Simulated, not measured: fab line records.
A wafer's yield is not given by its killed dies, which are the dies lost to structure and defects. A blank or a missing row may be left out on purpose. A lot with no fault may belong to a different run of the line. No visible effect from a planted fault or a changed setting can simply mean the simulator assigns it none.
What tool caused it? -- flow sky130 -- Sampling: 12 lots, 36 wafers, 4 of 708 route steps

== WHAT EACH GAUGE READ, for each wafer ==
SKY_METAL4_CD_MEAS_13: target cd 300 nm. Usual: cd_nm at 299.5 nm, with a standard deviation of 1.4.
lot,measured,on,cd_nm (nm),flag
L926,day 42 07:49,cd_sem-02,297.6 299.4 298.3,
L927,day 42 08:29,cd_sem-02,300.2 300.0 299.8,
L928,day 42 18:50,cd_sem-01,300.7 300.7 299.9,
L929,day 42 21:56,cd_sem-01,297.0 297.4 297.6,
L936,day 45 00:42,cd_sem-02,298.5 299.6 299.5,
L937,day 45 08:50,cd_sem-01,300.0 299.9 298.9,
L942,day 46 12:54,cd_sem-02,298.4 298.3 297.7,
L945,day 47 06:55,cd_sem-02,299.3 298.4 298.2,
L946,day 47 10:58,cd_sem-01,298.4 297.3 297.6,
L947,day 47 14:25,cd_sem-01,299.9 299.7 299.5,
L948,day 48 03:52,cd_sem-02,298.9 298.7 298.2,
L949,day 48 04:35,cd_sem-02,302.3 300.8 302.6,

SKY_METAL5_RS_MEAS_05: the measuring method here is four-point-probe. Usual: METAL5_ALCU_RS 0.0273 ohm/sq, standard deviation 0.00033.
lot,measured,on,METAL5_ALCU_RS (ohm/sq),flag
L926,day 43 10:40,film_metro-03,0.0279 0.0271 0.0277,
L927,day 43 10:59,film_metro-03,0.0272 0.0272 0.0273,
L928,day 43 21:11,film_metro-03,0.0272 0.0273 0.0271,
L929,day 44 00:03,film_metro-01,0.0270 0.0270 0.0272,
L936,day 45 22:46,film_metro-04,0.0273 0.0275 0.0275,
L937,day 46 09:30,film_metro-04,0.0277 0.0276 0.0275,
L942,day 47 12:43,film_metro-03,0.0271 0.0271 0.0266,
L945,day 48 08:21,film_metro-03,0.0273 0.0273 0.0275,
L946,day 48 10:43,film_metro-04,0.0277 0.0275 0.0277,
L947,day 48 13:24,film_metro-01,0.0275 0.0271 0.0271,
L948,day 49 02:43,film_metro-01,0.0272 0.0268 0.0268,
L949,day 49 03:19,film_metro-03,0.0274 0.0276 0.0276,

== EACH LOT AND THE TOOL THAT RAN IT (in order: tool; ch and the chambers of the sampled wafers; start) ==
lot,SKY_METAL3_ETCH_16,SKY_VIA4_CMP_02
L926,"rie_metal-02 ch 0,1, day 39 01:19","cmp-02 ch 2,3, day 42 09:12"
L927,"rie_metal-01 ch 0,1, day 39 02:52","cmp-02 ch 0,3, day 42 09:50"
L928,"rie_metal-04 ch 0,1, day 39 14:27","cmp-01 ch 0,1,3, day 42 20:16"
L929,"rie_metal-01 ch 0,1, day 39 17:26","cmp-02 ch 0,3, day 43 00:16"
L936,"rie_metal-02 ch 0,1, day 42 02:27","cmp-02 ch 0,2,3, day 45 02:01"
L937,"rie_metal-02 ch 0,1, day 42 08:02","cmp-01 ch 0,1, day 45 10:49"
L942,"rie_metal-01 ch 0,1, day 43 18:18","cmp-02 ch 0,1,3, day 46 14:26"
L945,"rie_metal-04 ch 0,1, day 44 10:20","cmp-02 ch 1,2, day 47 08:14"
L946,"rie_metal-04 ch 0,1, day 44 14:54","cmp-02 ch 0,1,3, day 47 12:23"
L947,"rie_metal-04 ch 0,1, day 44 22:21","cmp-02 ch 1,3, day 47 15:57"
L948,"rie_metal-01 ch 0,1, day 45 09:19","cmp-02 ch 0,1, day 48 06:02"
L949,"rie_metal-01 ch 0,1, day 45 10:01","cmp-01 ch 0,1,3, day 48 07:56"
- SKY_METAL3_ETCH_16: etches BARC in N2/H2, stops on SiO2, time 88.2 s, target depth 60 nm.
- SKY_VIA4_CMP_02: polishes SiO2.

== WHAT THE TOOLS THEMSELVES READ (means of the sampled wafers that have a number; where no wafer has one, the mark that the record gives instead) ==
SKY_METAL3_ETCH_16. Usual: drypump_motor_current_A 5.9 A, standard deviation 0.47; he_backside_leak_sccm 3.29 sccm, standard deviation 0.19; oes_product_au 0.627 a.u., standard deviation 0.005; throttle_valve_pct 13.205 %, standard deviation 0.009.
lot,tool,drypump_motor_current_A (A),he_backside_leak_sccm (sccm),oes_product_au (a.u.),throttle_valve_pct (%),flag
L926,rie_metal-02,5.7,3.03,0.628,13.208,
L927,rie_metal-01,5.8,3.33,0.629,13.198,
L928,rie_metal-04,5.8,3.13,0.626,13.207,
L929,rie_metal-01,5.8,3.36,0.628,13.203,
L936,rie_metal-02,5.9,3.17,0.631,13.209,
L937,rie_metal-02,5.9,3.29,0.628,13.208,
L942,rie_metal-01,6.2,3.25,0.626,13.206,
L945,rie_metal-04,5.8,3.07,0.626,13.201,
L946,rie_metal-04,5.9,3.49,0.624,13.212,
L947,rie_metal-04,5.8,3.22,0.626,13.198,
L948,rie_metal-01,5.7,3.26,0.628,13.207,
L949,rie_metal-01,6.1,3.54,0.622,13.198,

SKY_VIA4_CMP_02. Usual: motor_current_A at 11.7 A, with a standard deviation of 1.5.
lot,tool,motor_current_A (A),flag
L926,cmp-02,10.8,
L927,cmp-02,10.5,
L928,cmp-01,13.2,
L929,cmp-02,11.5,
L936,cmp-02,11.1,
L937,cmp-01,13.0,
L942,cmp-02,11.0,
L945,cmp-02,10.4,
L946,cmp-02,10.8,
L947,cmp-02,11.9,
L948,cmp-02,10.2,
L949,cmp-01,13.0,

== THE ANSWER, worked out from the rows above alone ==
Rule: a lot is off if the mean of its wafers that have a number lies more than 3 standard deviations from the usual mean. Also off: a lot with no number at a reading for which 4 or more lots have one. Any other lot the step has rows for is counted as sound. After the gauges, taken in route order, come the tools' own readings; for these a lot's mean is taken, as printed above. At the first step where some lot is off, the reading lying furthest off is the one used; lots without a number count as furthest.
Nothing can be told from this: no lot is off at any reading shown.

== WHAT THE SIMULATOR HAD INSERTED ==
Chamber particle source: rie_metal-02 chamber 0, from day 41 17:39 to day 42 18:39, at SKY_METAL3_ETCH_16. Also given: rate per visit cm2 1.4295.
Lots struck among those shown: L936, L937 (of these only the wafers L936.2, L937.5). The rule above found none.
